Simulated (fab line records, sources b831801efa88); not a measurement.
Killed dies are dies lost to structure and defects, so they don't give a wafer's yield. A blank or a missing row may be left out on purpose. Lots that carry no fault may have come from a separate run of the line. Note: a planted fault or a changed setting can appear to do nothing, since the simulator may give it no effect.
A lot that was struck, set against a sound lot || flow sky130 || 21 steps out of a route of 708
Sound: the wafers L360.2, L360.3, L360.5. Wafers L366.3, L366.4, L366.6 were the ones struck. Last of all comes the cause.
Order at every step that has rows: each side's tool, ch and its chambers, its first start. Under that, the readings that differ: sound wafers || struck wafers || difference of the means || sigmas: that difference in standard deviations of wafers without a fault.
alike: readings with means less than 2 such deviations apart, plus words and numbers identical on both sides. not compared: withheld readings, readings lacking a value on some wafer, bounds such as >300 that could conceal the same value, and numbers that have no deviation in the record and whose values overlap.
The two part at a step that has a row with sigmas, a row that says differs or no value, or rows on one side only. Non-overlapping numbers with no deviation appear without sigmas and do not part them. A reading missing from all wafers of one side parts the sides only when that side holds two or more wafers.

first, 5 steps without rows for these wafers: SKY_SD_P_COAT_02 (resist thk 1140 nm); SKY_SD_P_SOFTBAKE_03 (time 60 s); SKY_SD_P_EXPOSE_04 (exposes mask PSDM, target cd 380 nm); SKY_SD_P_PEB_05; SKY_SD_P_DEVELOP_06 (develop time 60 s).
SKY_SD_P_CD_MEAS_07 targets a cd of 380 nm.
  sound on cd sem-02 at day 26 00:30; struck on cd sem-01 at day 28 06:23
  alike: cd nm
SKY_SD_P_OVL_MEAS_08:
  sound on overlay-01 at day 26 00:37; struck on overlay-02 at day 28 06:29
  alike: SD_P_OVL
then, 1 step without rows for these wafers: SKY_SD_P_IMPLANT_09.
SKY_SD_P_STRIP_10: strips in O2/N2.
  sound on plasma asher-02 ch 0,1, day 26 00:47; struck on plasma asher-01 ch 0,1, day 28 06:41
  alike: drypump motor current A, o2 flow sccm, oes product au, strip time to endpoint s
  not compared: rf hours counter h
SKY_SD_P_TW_MEAS_11:
  sound on film metro-04 at day 26 00:54; struck on film metro-04 at day 28 06:47
  alike: SD_P_TW
then, 2 steps without rows for these wafers: SKY_RES_XHIGH_DEHYDRATE_00 (time 60 s); SKY_RES_XHIGH_HMDS_01 (prime time 60 s).
SKY_RES_XHIGH_COAT_02: resist thk 1140 nm.
  sound on litho track-01 ch 0, day 26 14:32; struck on litho track-01 ch 0, day 28 21:40
{"reading": "spin speed rpm (rpm)", "sound": "3000.2 2999.5 3000.8", "struck": "2514.2 2513.7 2517.4", "difference": -485.1, "sigmas": "-99 or more"}
{"reading": "model.NOVOLAK_of_RES_XHIGH_COAT_02.thk nm (nm)", "sound": "1144 1142 1142", "struck": "1243 1244 1243", "difference": "+101", "sigmas": ""}
then, 3 steps without rows for these wafers: SKY_RES_XHIGH_SOFTBAKE_03 (time 60 s); SKY_RES_XHIGH_EXPOSE_04 (exposes mask URPM, target cd 1270 nm); SKY_RES_XHIGH_PEB_05.
SKY_RES_XHIGH_DEVELOP_06: develop time 60 s.
  sound on litho track-04 ch 0, day 27 05:32; struck on litho track-01 ch 0, day 29 11:22
{"reading": "model.NOVOLAK_of_RES_XHIGH_COAT_02.thk nm (nm)", "sound": "1143 1142 1142", "struck": "1242 1243 1243", "difference": "+100", "sigmas": ""}
then, 1 step without rows for these wafers: SKY_RES_XHIGH_IMPLANT_07.
SKY_RES_XHIGH_STRIP_08: strips in O2/N2.
  sound on plasma asher-04 ch 0,1, day 27 05:49; struck on plasma asher-03 ch 0,1, day 29 11:38
{"reading": "strip time to endpoint s (s)", "sound": "14.31 14.29 14.30", "struck": "15.41 15.44 15.45", "difference": "+1.13", "sigmas": "+31"}
  alike: drypump motor current A, o2 flow sccm, oes product au
  not compared: rf hours counter h
SKY_RES_XHIGH_TW_MEAS_09:
  sound on film metro-03 at day 27 05:55; struck on film metro-01 at day 29 11:44
  alike: RES_XHIGH_TW
-- the record jumps here: 18 days lie between the struck wafers' starts before and after (it left off in module RES_XHIGH and takes up again in module PAD_OPEN, whose first step shown is number 708 of the route) --
SKY_PAD_OPEN_PROBE_99:
  record: rows for the struck wafers here (prober-01, day 47 19:07), none for the sound ones

== WHERE THEY PART ==
First at SKY_RES_XHIGH_COAT_02; last, within this record, at SKY_PAD_OPEN_PROBE_99.

WHY: the cause the simulator had injected
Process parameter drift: litho track-01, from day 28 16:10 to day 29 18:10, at SKY_RES_XHIGH_COAT_02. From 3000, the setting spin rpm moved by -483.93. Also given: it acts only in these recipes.
